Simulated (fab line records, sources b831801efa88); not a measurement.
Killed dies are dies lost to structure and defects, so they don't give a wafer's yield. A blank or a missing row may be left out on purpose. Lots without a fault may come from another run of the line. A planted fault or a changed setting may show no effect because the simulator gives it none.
Which tool did it? | flow gf180mcu | 7 lots, 21 wafers sampled, at 2 steps of a route of 602

WHAT THE GAUGES READ, wafer by wafer
GF_DNWELL_TW_MEAS_09.
lot  | measured    | on            | DNWELL_TW
L279 | day 2 23:56 | film_metro-04 | 1362 1368 1364
L285 | day 4 08:53 | film_metro-02 | 1346 1348 1347
L292 | day 6 04:20 | film_metro-01 | 31 30 31
L293 | day 6 13:43 | film_metro-01 | 31 31 31
L296 | day 7 02:04 | film_metro-01 | 1349 1349 1353
L298 | day 7 09:38 | film_metro-01 | 1355 1355 1362
L299 | day 7 16:59 | film_metro-02 | 1363 1358 1360

WHICH TOOL RAN EACH LOT (tool, then ch and the chambers of the sampled wafers, then the start)
lot  | GF_DNWELL_EXPOSE_04
L279 | iline_stepper-01 ch 0, day 2 17:53
L285 | iline_stepper-02 ch 0, day 4 02:35
L292 | iline_stepper-02, day 5 21:39
L293 | iline_stepper-01, day 6 06:40
L296 | iline_stepper-01 ch 0, day 6 18:57
L298 | iline_stepper-01 ch 0, day 7 01:20
L299 | iline_stepper-02 ch 0, day 7 09:19
- GF_DNWELL_EXPOSE_04: exposes mask DNWELL, target cd 1700 nm.

THE ANSWER, worked out from the rows above alone
Rule: what is usual is taken from the lots themselves. Put in order of their means at a reading, lots are off if they are a third of the lots or fewer, leave a main group of 4 or more, and stand apart from it by a gap of 3 or more times the standard deviation of the main group's means; of several such gaps the widest counts. A main group whose means are all the same, to the digits that the tables above print for the reading, isn't used. A lot without any number at a reading at which 4 lots or more have one is off too. The other lots that the step has rows for count as sound.
Off: L292, L293, at GF_DNWELL_TW_MEAS_09 (DNWELL_TW). The main group: mean 1356, standard deviation 6.5.
A tool fits if, at a process step before that reading, it ran every lot that is off, and no sound lot after the first of them. The gauges at GF_DNWELL_TW_MEAS_09 are tried like those tools. None of those tried fits.

WHAT THE SIMULATOR HAD PUT IN
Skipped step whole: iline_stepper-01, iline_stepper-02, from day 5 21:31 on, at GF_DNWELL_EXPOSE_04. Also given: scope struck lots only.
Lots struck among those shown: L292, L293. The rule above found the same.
